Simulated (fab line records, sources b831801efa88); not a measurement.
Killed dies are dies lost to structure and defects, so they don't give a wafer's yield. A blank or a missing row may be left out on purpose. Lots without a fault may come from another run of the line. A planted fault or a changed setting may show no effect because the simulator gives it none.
Which tool did it? | flow gf180mcu | 6 lots, 18 wafers sampled, at 2 steps of a route of 602

WHAT THE GAUGES READ, wafer by wafer
GF_SAB_THK_MEAS_01.
lot  | measured     | on            | SAB_CVD_00_THK (nm)
L960 | day 15 00:56 | film_metro-02 | 48.9 51.5 50.8
L966 | day 17 11:59 | film_metro-03 | 50.1 50.9 49.4
L972 | day 19 12:30 | film_metro-03 | 50.0 50.1 50.6
L974 | day 20 03:19 | film_metro-02 | 50.4 51.3 50.8
L976 | day 20 23:37 | film_metro-02 | 49.7 49.9 50.4
L979 | day 22 09:11 | film_metro-03 | 49.2 48.8 50.9

WHICH TOOL RAN EACH LOT (tool, then ch and the chambers of the sampled wafers, then the start)
lot  | GF_NSD_STRIP_11
L960 | plasma_asher-01 ch 0,1, day 14 03:11
L966 | plasma_asher-04 ch 0,1, day 16 12:36
L972 | plasma_asher-03 ch 0,1, day 18 12:22
L974 | plasma_asher-01 ch 0,1, day 19 02:23
L976 | plasma_asher-04 ch 0,1, day 19 22:32
L979 | plasma_asher-01 ch 0,1, day 21 08:25
- GF_NSD_STRIP_11: strips in O2/N2.

THE ANSWER, worked out from the rows above alone
Rule: what is usual is taken from the lots themselves. Put in order of their means at a reading, lots are off if they are a third of the lots or fewer, leave a main group of 4 or more, and stand apart from it by a gap of 3 or more times the standard deviation of the main group's means; of several such gaps the widest counts. A main group whose means are all the same, to the digits that the tables above print for the reading, isn't used. A lot without any number at a reading at which 4 lots or more have one is off too. The other lots that the step has rows for count as sound.
No lot is off at any reading shown: from this, nothing can be told.

WHAT THE SIMULATOR HAD PUT IN
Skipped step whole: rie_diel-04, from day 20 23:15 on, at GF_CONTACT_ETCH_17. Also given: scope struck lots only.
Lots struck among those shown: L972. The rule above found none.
